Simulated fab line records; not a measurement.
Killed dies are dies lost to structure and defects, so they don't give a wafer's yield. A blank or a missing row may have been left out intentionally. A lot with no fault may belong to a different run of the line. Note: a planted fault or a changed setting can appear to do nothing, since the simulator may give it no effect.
fab line records :: flow sky130
record
  lots=6
  wafers=18
  last-day=50
route steps=708 shown VIA3@577 PAD_OPEN@708
lots that met no fault: from a run of the same line without faults
start-h: hours from the record's opening day to when the first of the lot's shown wafers began :: wait-h: hours since the lot's step before :: " the same as in the row above :: L1.1+2: a single row standing in for several wafers :: - no value, or no start given :: * or withheld: withheld :: < > ~ a bound
route shown NAME@n: names a module that has steps shown in the file, with the first one's number in the route :: usual: mean/standard deviation taken from wafers without a fault :: same: alike in all rows :: chamber/n: place in a boat :: sites: readings site by site :: _std_site: their standard deviation :: _edge_site: inner sites' mean taken away from outer sites' mean :: radius-mm: for every site, how far away it sits from the centre of the wafer :: mask NAME#n: copy n :: behind: tool/chamber where the wafer was last shaped :: hold: reason for holding the lot/hours on hold/outcome of the hold :: device: transistor that didn't switch, given as n, p or np :: end of line: at the end of the route, the tests of the same wafers :: a step with no rows: only its recipe :: killed: dies that structure and defects cost at the first sort, which is not the same as the wafer's yield :: map: a wafer's dies, x killed, . not, _ none there
set.NAME: the run value of the setting; set.NAME@STEP: its run value at that earlier step :: model.NAME: the simulator's own value behind a step, which no gauge read
lots at some steps of the route; a table a step, a row a wafer
services: the hour from which a tool's chamber was out of use, counted from the record's first day as start-h (under 0 if before that day), plus the number of hours and why
## steps
# step SKY_VIA3_DEHYDRATE_04
# recipe
  temp-c=200
  time-s=60
# step SKY_VIA3_HMDS_05
# recipe
  prime-time-s=60
  prime-temp-c=120
# step SKY_VIA3_COAT_06
# recipe
  resist=BARC
  temp-c=withheld
  time-s=withheld
  spin-rpm=3000
  resist-thk-nm=60
# step SKY_VIA3_COAT_07
# recipe
  resist=KrF-thick
  spin-rpm=3000
  resist-thk-nm=450
# step SKY_VIA3_SOFTBAKE_08
# recipe
  temp-c=100
  time-s=90
  resist=KrF-thick
# step SKY_VIA3_EXPOSE_09
# recipe
  mask-id=VIM3
  na=0.8
  source-shape=annular
  sigma-inner=0.55
  sigma-outer=0.85
  target-cd-nm=200
  dose-mj=38
# step SKY_VIA3_PEB_10
# recipe
  peb-temp-c=withheld
  peb-time-s=withheld
  resist=KrF-thick
# step SKY_VIA3_DEVELOP_11
# recipe
  develop-time-s=60
  resist=KrF-thick
  dev-temp-c=21
# step SKY_VIA3_CD_MEAS_12
# recipe
  target-cd-nm=200
# usual
  cd-nm=199.9/1.5
lot.wafer: L939.3
tool: cd-sem-02
chamber: -
start-h: 925.48
wait-h: -
cd-nm: 199.3

lot.wafer: L939.4
tool: cd-sem-02
chamber: -
start-h: 925.48
wait-h: -
cd-nm: 199.4

lot.wafer: L939.6
tool: cd-sem-02
chamber: -
start-h: 925.48
wait-h: -
cd-nm: 199.6

lot.wafer: L943.1
tool: cd-sem-02
chamber: -
start-h: 972.28
wait-h: -
cd-nm: 201.2

lot.wafer: L943.2
tool: cd-sem-02
chamber: -
start-h: 972.28
wait-h: -
cd-nm: 201.5

lot.wafer: L943.5
tool: cd-sem-02
chamber: -
start-h: 972.28
wait-h: -
cd-nm: 201.9

lot.wafer: L945.2
tool: cd-sem-01
chamber: -
start-h: 981.66
wait-h: -
cd-nm: 203.3

lot.wafer: L945.3
tool: cd-sem-01
chamber: -
start-h: 981.66
wait-h: -
cd-nm: 202.5

lot.wafer: L945.6
tool: cd-sem-01
chamber: -
start-h: 981.66
wait-h: -
cd-nm: 201.3

lot.wafer: L955.1
tool: cd-sem-01
chamber: -
start-h: 1042.96
wait-h: -
cd-nm: 198.8

lot.wafer: L955.5
tool: cd-sem-01
chamber: -
start-h: 1042.96
wait-h: -
cd-nm: 199.9

lot.wafer: L955.6
tool: cd-sem-01
chamber: -
start-h: 1042.96
wait-h: -
cd-nm: 201.0

lot.wafer: L958.1
tool: cd-sem-01
chamber: -
start-h: 1064.81
wait-h: -
cd-nm: 200.7

lot.wafer: L958.4
tool: cd-sem-01
chamber: -
start-h: 1064.81
wait-h: -
cd-nm: 198.9

lot.wafer: L958.6
tool: cd-sem-01
chamber: -
start-h: 1064.81
wait-h: -
cd-nm: 198.9

lot.wafer: L961.2
tool: cd-sem-01
chamber: -
start-h: 1076.11
wait-h: -
cd-nm: 200.9

lot.wafer: L961.4
tool: cd-sem-01
chamber: -
start-h: 1076.11
wait-h: -
cd-nm: 200.6

lot.wafer: L961.5
tool: cd-sem-01
chamber: -
start-h: 1076.11
wait-h: -
cd-nm: 199.4
# step SKY_VIA3_OVL_MEAS_13
# usual
  VIA3_OVL=1/4.8
lot.wafer: L939.3
tool: overlay-02
chamber: -
start-h: 925.57
wait-h: 0.1
VIA3_OVL[nm]: -3

lot.wafer: L939.4
tool: overlay-02
chamber: -
start-h: 925.57
wait-h: 0.1
VIA3_OVL[nm]: 5

lot.wafer: L939.6
tool: overlay-02
chamber: -
start-h: 925.57
wait-h: 0.1
VIA3_OVL[nm]: 8

lot.wafer: L943.1
tool: overlay-01
chamber: -
start-h: 972.40
wait-h: 0.1
VIA3_OVL[nm]: 5

lot.wafer: L943.2
tool: overlay-01
chamber: -
start-h: 972.40
wait-h: 0.1
VIA3_OVL[nm]: 6

lot.wafer: L943.5
tool: overlay-01
chamber: -
start-h: 972.40
wait-h: 0.1
VIA3_OVL[nm]: 5

lot.wafer: L945.2
tool: overlay-02
chamber: -
start-h: 981.76
wait-h: 0.1
VIA3_OVL[nm]: 2

lot.wafer: L945.3
tool: overlay-02
chamber: -
start-h: 981.76
wait-h: 0.1
VIA3_OVL[nm]: -2

lot.wafer: L945.6
tool: overlay-02
chamber: -
start-h: 981.76
wait-h: 0.1
VIA3_OVL[nm]: -3

lot.wafer: L955.1
tool: overlay-01
chamber: -
start-h: 1043.08
wait-h: 0.1
VIA3_OVL[nm]: -4

lot.wafer: L955.5
tool: overlay-01
chamber: -
start-h: 1043.08
wait-h: 0.1
VIA3_OVL[nm]: -8

lot.wafer: L955.6
tool: overlay-01
chamber: -
start-h: 1043.08
wait-h: 0.1
VIA3_OVL[nm]: -2

lot.wafer: L958.1
tool: overlay-02
chamber: -
start-h: 1064.93
wait-h: 0.1
VIA3_OVL[nm]: -2

lot.wafer: L958.4
tool: overlay-02
chamber: -
start-h: 1064.93
wait-h: 0.1
VIA3_OVL[nm]: 2

lot.wafer: L958.6
tool: overlay-02
chamber: -
start-h: 1064.93
wait-h: 0.1
VIA3_OVL[nm]: 4

lot.wafer: L961.2
tool: overlay-02
chamber: -
start-h: 1076.21
wait-h: 0.1
VIA3_OVL[nm]: 6

lot.wafer: L961.4
tool: overlay-02
chamber: -
start-h: 1076.21
wait-h: 0.1
VIA3_OVL[nm]: 2

lot.wafer: L961.5
tool: overlay-02
chamber: -
start-h: 1076.21
wait-h: 0.1
VIA3_OVL[nm]: 4
# step SKY_VIA3_ETCH_14
# recipe
  chemistry=N2/H2
  target=BARC
  ion-energy-ev=200
  source-w=500
  bias-w=100
  pressure-mtorr=30
  n2-flow-sccm=100
  h2-flow-sccm=200
  stop-on=SiO2
  time-s=45.9
  target-depth-a=600
# usual
  drypump-motor-current-A=5.83/0.26
  oes-product-au=0.854/0.0049
  throttle-valve-pct=13.225/0.0094
# same
  time-s=45.9
lot.wafer: L939.3
tool: rie-diel-02
chamber: 3
start-h: 925.59
wait-h: 0.0
drypump-motor-current-A: 6.03
oes-product-au: 0.850
rf-hours-counter-h: 24
throttle-valve-pct: 13.237

lot.wafer: L939.4
tool: rie-diel-02
chamber: 2
start-h: 925.59
wait-h: 0.0
drypump-motor-current-A: 6.14
oes-product-au: 0.850
rf-hours-counter-h: 17
throttle-valve-pct: 13.228

lot.wafer: L939.6
tool: rie-diel-02
chamber: 1
start-h: 925.59
wait-h: 0.0
drypump-motor-current-A: 5.74
oes-product-au: 0.847
rf-hours-counter-h: -
throttle-valve-pct: 13.215

lot.wafer: L943.1
tool: rie-diel-01
chamber: 3
start-h: 972.44
wait-h: 0.0
drypump-motor-current-A: 6.04
oes-product-au: 0.850
rf-hours-counter-h: 22
throttle-valve-pct: 13.215

lot.wafer: L943.2
tool: rie-diel-01
chamber: 1
start-h: 972.44
wait-h: 0.0
drypump-motor-current-A: 6.22
oes-product-au: 0.851
rf-hours-counter-h: 16
throttle-valve-pct: 13.233

lot.wafer: L943.5
tool: rie-diel-01
chamber: 2
start-h: 972.44
wait-h: 0.0
drypump-motor-current-A: 5.91
oes-product-au: 0.853
rf-hours-counter-h: -
throttle-valve-pct: 13.225

lot.wafer: L945.2
tool: rie-diel-02
chamber: 0
start-h: 981.79
wait-h: 0.0
drypump-motor-current-A: 5.48
oes-product-au: 0.852
rf-hours-counter-h: 12
throttle-valve-pct: 13.214

lot.wafer: L945.3
tool: rie-diel-02
chamber: 3
start-h: 981.79
wait-h: 0.0
drypump-motor-current-A: 6.01
oes-product-au: 0.847
rf-hours-counter-h: 25
throttle-valve-pct: 13.214

lot.wafer: L945.6
tool: rie-diel-02
chamber: 0
start-h: 981.79
wait-h: 0.0
drypump-motor-current-A: 5.47
oes-product-au: 0.853
rf-hours-counter-h: -
throttle-valve-pct: 13.227

lot.wafer: L955.1
tool: rie-diel-01
chamber: 0
start-h: 1043.12
wait-h: 0.0
drypump-motor-current-A: 5.59
oes-product-au: 0.858
rf-hours-counter-h: 18
throttle-valve-pct: 13.220

lot.wafer: L955.5
tool: rie-diel-01
chamber: 2
start-h: 1043.12
wait-h: 0.0
drypump-motor-current-A: 5.91
oes-product-au: 0.870
rf-hours-counter-h: -
throttle-valve-pct: 13.221

lot.wafer: L955.6
tool: rie-diel-01
chamber: 3
start-h: 1043.12
wait-h: 0.0
drypump-motor-current-A: 5.98
oes-product-au: 0.858
rf-hours-counter-h: -
throttle-valve-pct: 13.235

lot.wafer: L958.1
tool: rie-diel-01
chamber: 0
start-h: 1064.97
wait-h: 0.0
drypump-motor-current-A: 5.63
oes-product-au: 0.851
rf-hours-counter-h: 18
throttle-valve-pct: 13.234

lot.wafer: L958.4
tool: rie-diel-01
chamber: 3
start-h: 1064.97
wait-h: 0.0
drypump-motor-current-A: 6.00
oes-product-au: 0.861
rf-hours-counter-h: 25
throttle-valve-pct: 13.223

lot.wafer: L958.6
tool: rie-diel-01
chamber: 0
start-h: 1064.97
wait-h: 0.0
drypump-motor-current-A: 5.62
oes-product-au: 0.853
rf-hours-counter-h: -
throttle-valve-pct: 13.217

lot.wafer: L961.2
tool: rie-diel-01
chamber: 2
start-h: 1076.24
wait-h: 0.0
drypump-motor-current-A: 5.91
oes-product-au: 0.859
rf-hours-counter-h: 14
throttle-valve-pct: 13.223

lot.wafer: L961.4
tool: rie-diel-01
chamber: 3
start-h: 1076.24
wait-h: 0.0
drypump-motor-current-A: 6.02
oes-product-au: 0.859
rf-hours-counter-h: 25
throttle-valve-pct: 13.232

lot.wafer: L961.5
tool: rie-diel-01
chamber: 1
start-h: 1076.24
wait-h: 0.0
drypump-motor-current-A: 6.24
oes-product-au: 0.857
rf-hours-counter-h: -
throttle-valve-pct: 13.227
# step SKY_VIA3_ETCH_15
# recipe
  target=SiO2
  chemistry=C4F8/O2/Ar
  target-depth-nm=507
  stop-on=TiN
  mask-material=KrF-thick
  source-w=1500
  bias-w=1200
  pressure-mtorr=40
  c4f8-flow-sccm=withheld
  O2_flow_sccm=6
  Ar_flow_sccm=300
  time-s=78
# usual
  oes-product-au=0.945/0.0049
# same
  time-s=78
lot.wafer: L939.3
tool: rie-diel-02
chamber: 3
start-h: 925.64
wait-h: 0.0
oes-product-au: 0.941
rf-hours-counter-h: 24

lot.wafer: L939.4
tool: rie-diel-02
chamber: 2
start-h: 925.64
wait-h: 0.0
oes-product-au: 0.948
rf-hours-counter-h: 17

lot.wafer: L939.6
tool: rie-diel-02
chamber: 1
start-h: 925.64
wait-h: 0.0
oes-product-au: 0.938
rf-hours-counter-h: -

lot.wafer: L943.1
tool: rie-diel-01
chamber: 3
start-h: 972.48
wait-h: 0.0
oes-product-au: 0.941
rf-hours-counter-h: 22

lot.wafer: L943.2
tool: rie-diel-01
chamber: 1
start-h: 972.48
wait-h: 0.0
oes-product-au: 0.948
rf-hours-counter-h: 16

lot.wafer: L943.5
tool: rie-diel-01
chamber: 2
start-h: 972.48
wait-h: 0.0
oes-product-au: 0.952
rf-hours-counter-h: -

lot.wafer: L945.2
tool: rie-diel-02
chamber: 0
start-h: 981.84
wait-h: 0.0
oes-product-au: 0.944
rf-hours-counter-h: 12

lot.wafer: L945.3
tool: rie-diel-02
chamber: 3
start-h: 981.84
wait-h: 0.0
oes-product-au: 0.946
rf-hours-counter-h: 25

lot.wafer: L945.6
tool: rie-diel-02
chamber: 0
start-h: 981.84
wait-h: 0.0
oes-product-au: 0.945
rf-hours-counter-h: -

lot.wafer: L955.1
tool: rie-diel-01
chamber: 0
start-h: 1043.16
wait-h: 0.0
oes-product-au: 0.940
rf-hours-counter-h: 18

lot.wafer: L955.5
tool: rie-diel-01
chamber: 2
start-h: 1043.16
wait-h: 0.0
oes-product-au: 0.939
rf-hours-counter-h: -

lot.wafer: L955.6
tool: rie-diel-01
chamber: 3
start-h: 1043.16
wait-h: 0.0
oes-product-au: 0.937
rf-hours-counter-h: -

lot.wafer: L958.1
tool: rie-diel-01
chamber: 0
start-h: 1065.01
wait-h: 0.0
oes-product-au: 0.949
rf-hours-counter-h: 18

lot.wafer: L958.4
tool: rie-diel-01
chamber: 3
start-h: 1065.01
wait-h: 0.0
oes-product-au: 0.952
rf-hours-counter-h: 25

lot.wafer: L958.6
tool: rie-diel-01
chamber: 0
start-h: 1065.01
wait-h: 0.0
oes-product-au: 0.954
rf-hours-counter-h: -

lot.wafer: L961.2
tool: rie-diel-01
chamber: 2
start-h: 1076.28
wait-h: 0.0
oes-product-au: 0.944
rf-hours-counter-h: 14

lot.wafer: L961.4
tool: rie-diel-01
chamber: 3
start-h: 1076.28
wait-h: 0.0
oes-product-au: 0.946
rf-hours-counter-h: 26

lot.wafer: L961.5
tool: rie-diel-01
chamber: 1
start-h: 1076.28
wait-h: 0.0
oes-product-au: 0.949
rf-hours-counter-h: -
# step SKY_VIA3_STRIP_16
# recipe
  chemistry=O2/N2
  power-w=1400
  pressure-mtorr=1500
  platen-temp-c=withheld
  o2-flow-sccm=3000
  n2-flow-sccm=300
  overash-fraction=0.5
# usual
  chamber-pressure-mTorr=1500.0/1.4
  drypump-motor-current-A=5.57/0.23
  oes-product-au=0.402/0.0049
  strip-time-to-endpoint-s=4.12/0.03
lot.wafer: L939.3
tool: plasma-asher-02
chamber: 0
start-h: 925.73
wait-h: 0.1
chamber-pressure-mTorr: 1500.0
drypump-motor-current-A: 5.68
oes-product-au: 0.403
rf-hours-counter-h: -
strip-time-to-endpoint-s: 4.15

lot.wafer: L939.4
tool: plasma-asher-02
chamber: 1
start-h: 925.73
wait-h: 0.1
chamber-pressure-mTorr: 1497.9
drypump-motor-current-A: 5.45
oes-product-au: 0.405
rf-hours-counter-h: -
strip-time-to-endpoint-s: 4.15

lot.wafer: L939.6
tool: plasma-asher-02
chamber: 0
start-h: 925.73
wait-h: 0.1
chamber-pressure-mTorr: 1502.2
drypump-motor-current-A: 5.71
oes-product-au: 0.406
rf-hours-counter-h: -
strip-time-to-endpoint-s: 4.15

lot.wafer: L943.1
tool: plasma-asher-01
chamber: 0
start-h: 972.54
wait-h: 0.0
chamber-pressure-mTorr: 1500.8
drypump-motor-current-A: 5.82
oes-product-au: 0.391
rf-hours-counter-h: 84
strip-time-to-endpoint-s: 4.10

lot.wafer: L943.2
tool: plasma-asher-01
chamber: 1
start-h: 972.54
wait-h: 0.0
chamber-pressure-mTorr: 1500.8
drypump-motor-current-A: 5.53
oes-product-au: 0.408
rf-hours-counter-h: 84
strip-time-to-endpoint-s: 4.12

lot.wafer: L943.5
tool: plasma-asher-01
chamber: 0
start-h: 972.54
wait-h: 0.0
chamber-pressure-mTorr: 1496.9
drypump-motor-current-A: 5.83
oes-product-au: 0.399
rf-hours-counter-h: -
strip-time-to-endpoint-s: 4.09

lot.wafer: L945.2
tool: plasma-asher-04
chamber: 0
start-h: 981.90
wait-h: 0.0
chamber-pressure-mTorr: 1500.2
drypump-motor-current-A: 5.12
oes-product-au: 0.404
rf-hours-counter-h: 24
strip-time-to-endpoint-s: 4.12

lot.wafer: L945.3
tool: plasma-asher-04
chamber: 0
start-h: 981.90
wait-h: 0.0
chamber-pressure-mTorr: 1500.2
drypump-motor-current-A: 5.12
oes-product-au: 0.395
rf-hours-counter-h: -
strip-time-to-endpoint-s: 4.14

lot.wafer: L945.6
tool: plasma-asher-04
chamber: 0
start-h: 981.90
wait-h: 0.0
chamber-pressure-mTorr: 1499.2
drypump-motor-current-A: 5.12
oes-product-au: 0.398
rf-hours-counter-h: -
strip-time-to-endpoint-s: 4.08

lot.wafer: L955.1
tool: plasma-asher-04
chamber: 0
start-h: 1043.22
wait-h: 0.0
chamber-pressure-mTorr: 1198.0
drypump-motor-current-A: 5.12
oes-product-au: 0.399
rf-hours-counter-h: 30
strip-time-to-endpoint-s: 4.40

lot.wafer: L955.5
tool: plasma-asher-04
chamber: 0
start-h: 1043.22
wait-h: 0.0
chamber-pressure-mTorr: 1201.7
drypump-motor-current-A: 5.12
oes-product-au: 0.403
rf-hours-counter-h: -
strip-time-to-endpoint-s: 4.36

lot.wafer: L955.6
tool: plasma-asher-04
chamber: 1
start-h: 1043.22
wait-h: 0.0
chamber-pressure-mTorr: 1501.7
drypump-motor-current-A: 5.68
oes-product-au: 0.403
rf-hours-counter-h: -
strip-time-to-endpoint-s: 4.09

lot.wafer: L958.1
tool: plasma-asher-04
chamber: 0
start-h: 1065.07
wait-h: 0.0
chamber-pressure-mTorr: 1199.9
drypump-motor-current-A: 5.11
oes-product-au: 0.396
rf-hours-counter-h: 31
strip-time-to-endpoint-s: 4.40

lot.wafer: L958.4
tool: plasma-asher-04
chamber: 1
start-h: 1065.07
wait-h: 0.0
chamber-pressure-mTorr: 1500.8
drypump-motor-current-A: 5.73
oes-product-au: 0.393
rf-hours-counter-h: -
strip-time-to-endpoint-s: 4.12

lot.wafer: L958.6
tool: plasma-asher-04
chamber: 1
start-h: 1065.07
wait-h: 0.0
chamber-pressure-mTorr: 1499.5
drypump-motor-current-A: 5.71
oes-product-au: 0.407
rf-hours-counter-h: -
strip-time-to-endpoint-s: 4.11

lot.wafer: L961.2
tool: plasma-asher-01
chamber: 1
start-h: 1076.34
wait-h: 0.0
chamber-pressure-mTorr: 1501.4
drypump-motor-current-A: 5.55
oes-product-au: 0.397
rf-hours-counter-h: 96
strip-time-to-endpoint-s: 4.08

lot.wafer: L961.4
tool: plasma-asher-01
chamber: 0
start-h: 1076.34
wait-h: 0.0
chamber-pressure-mTorr: 1497.5
drypump-motor-current-A: 5.82
oes-product-au: 0.415
rf-hours-counter-h: -
strip-time-to-endpoint-s: 4.12

lot.wafer: L961.5
tool: plasma-asher-01
chamber: 1
start-h: 1076.34
wait-h: 0.0
chamber-pressure-mTorr: 1498.1
drypump-motor-current-A: 5.53
oes-product-au: 0.400
rf-hours-counter-h: -
strip-time-to-endpoint-s: 4.14
# step SKY_VIA3_STRIP_17
# recipe
  chemistry=post-etch-residue-remover
  time-s=1200
  temp-c=72.5
# step SKY_PAD_OPEN_PROBE_99
# usual
  defect-limited-yield=82.2/1.9
  killed_at_M0_to_M3=44/6.9
  killed_at_M4_up=3.3/1.8
  killed-at-contacts=24/5
  killed-at-front-end=16/4.6
  killed-at-other=0.2/0.42
  killed-dies=88/9.2
  killed-open=48/7.3
  killed-short=40/6.5
  sort_bin_3_pad_short=0.9/0.43
  sort_bin_5_function=10.6/1.5
  sort_bin_6_memory=6.4/1.1
  sort-n-pass=404/9.2
  sort-yield-pct=82.2/1.9
# same
  gross-dies=492
  killed-at-back-side=0
  sort_bin_4_leakage[%]=0
  sort_bin_8_speed[%]=0
lot.wafer: L939.3
tool: prober-01
chamber: -
start-h: 1072.43
wait-h: 0.2
defect-limited-yield[%]: 76.8
killed_at_M0_to_M3: 69
killed_at_M4_up: 6
killed-at-contacts: 28
killed-at-front-end: 11
killed-at-other: 0
killed-dies: 114
killed-open: 67
killed-short: 47
sort_bin_3_pad_short[%]: 1.2
sort_bin_5_function[%]: 14.6
sort_bin_6_memory[%]: 7.3
sort-n-pass: 378
sort-yield-pct[%]: 76.8

lot.wafer: L939.4
tool: prober-01
chamber: -
start-h: 1072.48
wait-h: 0.2
defect-limited-yield[%]: 81.5
killed_at_M0_to_M3: 46
killed_at_M4_up: 1
killed-at-contacts: 23
killed-at-front-end: 21
killed-at-other: 0
killed-dies: 91
killed-open: 48
killed-short: 43
sort_bin_3_pad_short[%]: 0.8
sort_bin_5_function[%]: 9.8
sort_bin_6_memory[%]: 7.9
sort-n-pass: 401
sort-yield-pct[%]: 81.5

lot.wafer: L939.6
tool: prober-01
chamber: -
start-h: 1072.58
wait-h: 0.2
defect-limited-yield[%]: 81.1
killed_at_M0_to_M3: 49
killed_at_M4_up: 5
killed-at-contacts: 22
killed-at-front-end: 17
killed-at-other: 0
killed-dies: 93
killed-open: 54
killed-short: 39
sort_bin_3_pad_short[%]: 0.4
sort_bin_5_function[%]: 12.2
sort_bin_6_memory[%]: 6.3
sort-n-pass: 399
sort-yield-pct[%]: 81.1

lot.wafer: L955.1
tool: prober-01
chamber: -
start-h: 1170.17
wait-h: 0.1
defect-limited-yield[%]: 80.5
killed_at_M0_to_M3: 51
killed_at_M4_up: 3
killed-at-contacts: 26
killed-at-front-end: 16
killed-at-other: 0
killed-dies: 96
killed-open: 51
killed-short: 44
sort_bin_3_pad_short[%]: 0.6
sort_bin_5_function[%]: 10.2
sort_bin_6_memory[%]: 8.7
sort-n-pass: 396
sort-yield-pct[%]: 80.5

lot.wafer: L955.5
tool: prober-01
chamber: -
start-h: 1170.37
wait-h: 0.2
defect-limited-yield[%]: 81.9
killed_at_M0_to_M3: 51
killed_at_M4_up: 4
killed-at-contacts: 25
killed-at-front-end: 8
killed-at-other: 1
killed-dies: 89
killed-open: 44
killed-short: 44
sort_bin_3_pad_short[%]: 0.6
sort_bin_5_function[%]: 9.1
sort_bin_6_memory[%]: 8.3
sort-n-pass: 403
sort-yield-pct[%]: 81.9

lot.wafer: L955.6
tool: prober-01
chamber: -
start-h: 1170.42
wait-h: 0.2
defect-limited-yield[%]: 79.7
killed_at_M0_to_M3: 53
killed_at_M4_up: 4
killed-at-contacts: 27
killed-at-front-end: 16
killed-at-other: 0
killed-dies: 100
killed-open: 56
killed-short: 44
sort_bin_3_pad_short[%]: 1.0
sort_bin_5_function[%]: 12.0
sort_bin_6_memory[%]: 7.3
sort-n-pass: 392
sort-yield-pct[%]: 79.7

lot.wafer: L958.1
tool: prober-02
chamber: -
start-h: 1187.48
wait-h: 0.1
defect-limited-yield[%]: 87.2
killed_at_M0_to_M3: 31
killed_at_M4_up: 2
killed-at-contacts: 19
killed-at-front-end: 11
killed-at-other: 0
killed-dies: 63
killed-open: 35
killed-short: 28
sort_bin_3_pad_short[%]: 0.2
sort_bin_5_function[%]: 8.3
sort_bin_6_memory[%]: 4.3
sort-n-pass: 429
sort-yield-pct[%]: 87.2

lot.wafer: L958.4
tool: prober-02
chamber: -
start-h: 1187.63
wait-h: 0.2
defect-limited-yield[%]: 80.1
killed_at_M0_to_M3: 57
killed_at_M4_up: 4
killed-at-contacts: 29
killed-at-front-end: 8
killed-at-other: 0
killed-dies: 98
killed-open: 64
killed-short: 34
sort_bin_3_pad_short[%]: 0.6
sort_bin_5_function[%]: 12.8
sort_bin_6_memory[%]: 6.5
sort-n-pass: 394
sort-yield-pct[%]: 80.1

lot.wafer: L958.6
tool: prober-02
chamber: -
start-h: 1187.73
wait-h: 0.2
defect-limited-yield[%]: 82.7
killed_at_M0_to_M3: 46
killed_at_M4_up: 4
killed-at-contacts: 28
killed-at-front-end: 7
killed-at-other: 0
killed-dies: 85
killed-open: 42
killed-short: 43
sort_bin_3_pad_short[%]: 1.6
sort_bin_5_function[%]: 9.8
sort_bin_6_memory[%]: 5.9
sort-n-pass: 407
sort-yield-pct[%]: 82.7
# killed by level:class
L939.3 VIA1:geometric-particle:open=18 CONTACT:geometric-particle:open=14 METAL2:geometric-particle:short=10 VIA3:geometric-particle:open=10 VIA2:geometric-particle:open=9 VIA1:geometric-particle:short=7 LOCAL_INTERCONNECT:geometric-particle:short=5 POLY_GATE:geometric-particle:short=3
L939.4 CONTACT:geometric-particle:open=10 VIA1:geometric-particle:open=9 METAL2:geometric-particle:short=8 METAL3:geometric-particle:short=8 LI_CONTACT:geometric-particle:open=7 POLY_GATE:geometric-particle:short=6 METAL1:geometric-particle:short=6 VIA3:geometric-particle:open=5
L939.6 VIA1:geometric-particle:open=12 CONTACT:geometric-particle:open=11 VIA2:geometric-particle:open=9 METAL2:geometric-particle:short=6 VIA3:geometric-particle:open=6 FIELD_ISO:geometric-particle:open=5 CONTACT:geometric-particle:short=5 FIELD_ISO:geometric-particle:short=4
L955.1 VIA2:geometric-particle:open=14 LOCAL_INTERCONNECT:geometric-particle:short=10 CONTACT:geometric-particle:open=8 VIA1:geometric-particle:open=7 POLY_GATE:geometric-particle:open=5 VIA3:geometric-particle:open=5 VIA1:geometric-particle:short=5 METAL2:geometric-particle:short=4
L955.5 CONTACT:geometric-particle:open=13 METAL2:geometric-particle:short=10 VIA1:geometric-particle:open=8 VIA3:geometric-particle:open=8 LI_CONTACT:geometric-particle:open=5 VIA2:geometric-particle:open=5 VIA3:geometric-particle:short=5 CONTACT:geometric-particle:short=4
L955.6 CONTACT:geometric-particle:open=17 METAL2:geometric-particle:short=10 METAL1:geometric-particle:short=8 VIA1:geometric-particle:open=8 VIA3:geometric-particle:open=7 VIA2:geometric-particle:open=6 POLY_GATE:geometric-particle:open=5 LOCAL_INTERCONNECT:geometric-particle:short=5
L958.1 VIA1:geometric-particle:open=9 VIA2:geometric-particle:open=9 LOCAL_INTERCONNECT:geometric-particle:short=5 LI_CONTACT:geometric-particle:open=4 METAL3:geometric-particle:short=4 FIELD_ISO:geometric-particle:open=3 LI_CONTACT:geometric-particle:short=3 CONTACT:geometric-particle:open=3
L958.4 VIA1:geometric-particle:open=16 LI_CONTACT:geometric-particle:open=12 CONTACT:geometric-particle:open=9 VIA2:geometric-particle:open=9 METAL1:geometric-particle:short=8 VIA3:geometric-particle:open=7 METAL4:geometric-particle:short=4 POLY_GATE:geometric-particle:open=3
L958.6 METAL1:geometric-particle:short=11 LI_CONTACT:geometric-particle:open=8 VIA1:geometric-particle:open=8 METAL2:geometric-particle:short=7 VIA2:geometric-particle:open=7 CONTACT:geometric-particle:short=6 CONTACT:geometric-particle:open=6 VIA3:geometric-particle:open=4
## services
tool: rie-diel-02
chamber: -
start-h: 914.95
hours: 2.8
kind: pm

tool: plasma-asher-01
chamber: -
start-h: 926.37
hours: 9.3
kind: repair

tool: rie-diel-02
chamber: -
start-h: 946.93
hours: 28.1
kind: pm

tool: plasma-asher-04
chamber: -
start-h: 969.31
hours: 1.4
kind: repair

tool: rie-diel-02
chamber: 0
start-h: 990.15
hours: 3.2
kind: repair

tool: rie-diel-01
chamber: -
start-h: 1019.23
hours: 0.1
kind: repair

tool: rie-diel-02
chamber: 2
start-h: 1037.51
hours: 3.8
kind: repair

tool: plasma-asher-04
chamber: -
start-h: 1045.34
hours: 14.6
kind: pm

tool: plasma-asher-02
chamber: -
start-h: 1055.35
hours: 9.0
kind: pm

tool: plasma-asher-02
chamber: 0
start-h: 1055.35
hours: 9.0
kind: vent-cycle

tool: plasma-asher-02
chamber: 1
start-h: 1055.35
hours: 9.0
kind: vent-cycle

tool: plasma-asher-02
chamber: 0
start-h: 1064.35
hours: -
kind: clean

tool: plasma-asher-02
chamber: 1
start-h: 1064.35
hours: -
kind: clean

tool: plasma-asher-04
chamber: -
start-h: 1065.75
hours: 1.9
kind: repair

tool: plasma-asher-04
chamber: -
start-h: 1072.80
hours: 6.1
kind: repair

tool: rie-diel-02
chamber: 0
start-h: 1075.81
hours: 6.4
kind: repair
## key
first-sign
  step=SKY_VIA3_STRIP_16
  reading=chamber-pressure-mTorr
  direction=down
  sigmas=99+
  usual=1500.0
  struck=1199.8
effect
  step=SKY_VIA3_STRIP_16
  reading=strip-time-to-endpoint-s
  direction=up
  sigmas=8.8
  usual=*
  struck=*
met-at SKY_VIA3_STRIP_16
struck-wafers L955.1,L955.5,L958.1
onset-between 981.90 1043.22
fault
  kind=process-parameter-drift
  tool=plasma-asher-04
  chamber=0
  onset-h=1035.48
  steps=SKY_VIA3_STRIP_16
  channel=pressure-mtorr
  offset=-300
  shape=step
  end-h=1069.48
  acts-in=these-recipes-only
  stated=1500
